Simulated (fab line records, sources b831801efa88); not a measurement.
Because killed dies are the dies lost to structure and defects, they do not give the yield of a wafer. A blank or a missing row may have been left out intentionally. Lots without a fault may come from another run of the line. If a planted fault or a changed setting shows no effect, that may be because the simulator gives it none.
What tool caused it? / flow gf180mcu / 33 wafers from 11 lots sampled at 3 of the route's 602 steps

## WHAT EACH GAUGE READ, for each wafer
GF_V2_RS_MEAS_24: a four-point-probe measurement.
lot=L159; measured=day 22 01:38; on=filmMetro-02; V2_W_RS (ohm/sq)=0.332 0.327 0.329
lot=L161; measured=day 22 19:18; on=filmMetro-02; V2_W_RS (ohm/sq)=0.324 0.323 0.327
lot=L160; measured=day 22 22:04; on=filmMetro-02; V2_W_RS (ohm/sq)=0.330 0.333 0.334
lot=L163; measured=day 23 14:34; on=filmMetro-03; V2_W_RS (ohm/sq)=0.333 0.329 0.331
lot=L165; measured=day 24 08:14; on=filmMetro-02; V2_W_RS (ohm/sq)=0.337 0.328 0.335
lot=L166; measured=day 24 16:49; on=filmMetro-03; V2_W_RS (ohm/sq)=0.336 0.334 0.337
lot=L168; measured=day 25 04:26; on=filmMetro-02; V2_W_RS (ohm/sq)=0.174 0.173 0.173
lot=L169; measured=day 25 14:28; on=filmMetro-04; V2_W_RS (ohm/sq)=0.174 0.175 0.175
lot=L175; measured=day 27 07:55; on=filmMetro-03; V2_W_RS (ohm/sq)=0.324 0.331 0.329
lot=L176; measured=day 27 15:44; on=filmMetro-03; V2_W_RS (ohm/sq)=0.326 0.321 0.329
lot=L177; measured=day 28 06:15; on=filmMetro-04; V2_W_RS (ohm/sq)=0.334 0.330 0.329

## WHICH TOOL RAN EACH LOT (tool, then ch and the chambers of the sampled wafers, then the start)
lot=L159; GF_V2_SPUTTER_22=pvdSputter-02, day 22 01:27; GF_V2_CVD_23=cvdW-01 ch 0,1, day 22 01:29
lot=L161; GF_V2_SPUTTER_22=pvdSputter-01, day 22 19:09; GF_V2_CVD_23=cvdW-02 ch 0,1, day 22 19:11
lot=L160; GF_V2_SPUTTER_22=pvdSputter-01, day 22 21:55; GF_V2_CVD_23=cvdW-02 ch 0,1, day 22 21:58
lot=L163; GF_V2_SPUTTER_22=pvdSputter-01, day 23 14:18; GF_V2_CVD_23=cvdW-01 ch 0, day 23 14:20
lot=L165; GF_V2_SPUTTER_22=pvdSputter-02, day 24 08:03; GF_V2_CVD_23=cvdW-02 ch 0,1, day 24 08:07
lot=L166; GF_V2_SPUTTER_22=pvdSputter-01, day 24 16:40; GF_V2_CVD_23=cvdW-02 ch 0, day 24 16:43
lot=L168; GF_V2_SPUTTER_22=pvdSputter-02, day 25 04:17; GF_V2_CVD_23=cvdW-02 ch 1, day 25 04:19
lot=L169; GF_V2_SPUTTER_22=pvdSputter-02, day 25 14:12; GF_V2_CVD_23=cvdW-02 ch 1, day 25 14:14
lot=L175; GF_V2_SPUTTER_22=pvdSputter-03, day 27 07:46; GF_V2_CVD_23=cvdW-01 ch 0,1, day 27 07:48
lot=L176; GF_V2_SPUTTER_22=pvdSputter-01, day 27 15:34; GF_V2_CVD_23=cvdW-01 ch 0,1, day 27 15:36
lot=L177; GF_V2_SPUTTER_22=pvdSputter-01, day 28 06:06; GF_V2_CVD_23=cvdW-01 ch 0,1, day 28 06:08
- GF_V2_SPUTTER_22: material TiN, target thk 10 nm, time 40 s.
- GF_V2_CVD_23: deposits W, target thk 350 nm, time 104.94 s.

## THE ANSWER, worked out from the rows above alone
Rule: usual is defined by the lots themselves. The widest of any qualifying gaps counts: lots, ordered by their means at a reading, are off when they make up no more than a third of the lots, leave a main group of 4 or more, and stand apart from it by 3 or more times the standard deviation of that group's means. If all means in a main group match to the digits the tables above print for the reading, that group is not used. Also off: a lot with no number at a reading for which 4 or more lots have one. All remaining lots with rows at the step are treated as sound.
Off: at GF_V2_RS_MEAS_24 (V2_W_RS), L168, L169. Main group: mean 0.330 ohm/sq, sd 0.0034.
If a tool, at a process step before that reading, ran all the lots that are off and no sound lot after the first of them, it fits. Gauges at GF_V2_RS_MEAS_24: tried the same way as those tools. This does not decide it: 2 tools fit, namely pvdSputter-02 at GF_V2_SPUTTER_22 and cvdW-02 at GF_V2_CVD_23.

## WHAT HAD BEEN PUT IN BY THE SIMULATOR
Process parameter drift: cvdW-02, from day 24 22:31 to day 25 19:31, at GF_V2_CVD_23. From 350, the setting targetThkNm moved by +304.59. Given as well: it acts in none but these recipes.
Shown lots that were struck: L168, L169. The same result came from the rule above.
